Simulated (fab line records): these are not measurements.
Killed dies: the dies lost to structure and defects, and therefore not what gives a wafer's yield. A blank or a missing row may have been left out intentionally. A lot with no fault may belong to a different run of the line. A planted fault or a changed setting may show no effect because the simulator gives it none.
Which of the tools did it? -- flow gf180mcu -- 24 lots, 72 wafers sampled, at 1 step of a route of 602

WHAT THE GAUGES READ, wafer by wafer
GF_PSD_OVL_MEAS_08. Usual: PSD_OVL typically reads 0.8 nm, with standard deviation 1.2.
lot,measured,on,PSD_OVL (nm),flag
L074,day 14 09:52,overlay-02,0.7 -1.5 1.0,
L075,day 15 01:19,overlay-01,0.5 2.2 -0.2,
L076,day 15 04:38,overlay-01,2.4 0.8 1.7,
L077,day 15 09:46,overlay-01,1.5 2.3 0.1,
L078,day 15 18:03,overlay-01,2.6 4.4 3.0,
L079,day 16 01:31,overlay-02,1.6 0.3 -0.5,
L080,day 16 16:51,overlay-02,1.5 2.8 2.1,
L081,day 17 03:51,overlay-02,0.2 -0.2 -1.7,
L082,day 17 08:17,overlay-02,1.0 1.4 1.5,
L083,day 17 14:11,overlay-02,-0.2 0.4 -0.7,
L084,day 17 15:42,overlay-02,-0.7 -1.1 0.0,
L085,day 18 04:45,overlay-01,2.6 1.2 1.1,
L086,day 18 10:19,overlay-01,1.6 0.4 2.0,
L087,day 18 19:02,overlay-01,1.1 1.2 1.3,
L088,day 19 05:28,overlay-01,2.5 1.0 0.8,
L089,day 19 11:22,overlay-01,0.6 2.0 0.5,
L090,day 19 22:01,overlay-02,1.7 1.0 1.8,
L091,day 20 07:58,overlay-01,-0.8 -1.8 -0.9,
L092,day 20 16:17,overlay-02,1.5 -1.2 1.8,
L093,day 20 22:09,overlay-01,0.0 -1.2 -1.0,
L094,day 21 03:42,overlay-02,1.0 1.3 1.2,
L095,day 21 14:35,overlay-01,0.5 2.6 0.9,
L096,day 21 19:12,overlay-01,0.4 1.6 2.1,
L097,day 22 01:22,overlay-01,0.6 -0.2 0.8,

TOOL THAT RAN EACH LOT (tool first, then ch and the chambers of the sampled wafers, then the start)
The record holds no process step before these readings.

WHAT THE TOOLS THEMSELVES READ (means of the sampled wafers that have a number; where no wafer has one, the mark that the record gives instead)
The record holds no such reading with a usual standard deviation.

THE ANSWER, worked out from the rows above alone
Rule: lot off if the mean of its wafers having a number is beyond 3 standard deviations from the usual mean. A lot without any number at a reading at which 4 lots or more have one is off too. The other lots that the step has rows for count as sound. The gauges are gone through in route order, then the tools' own readings, and for those a lot's mean is taken as printed above. The first step at which some lot is off is used, and at that step the reading that is off furthest; a lot without a number counts as furthest.
No lot is off on any of the readings shown, so nothing can be concluded from this.

WHAT HAD BEEN PUT IN BY THE SIMULATOR
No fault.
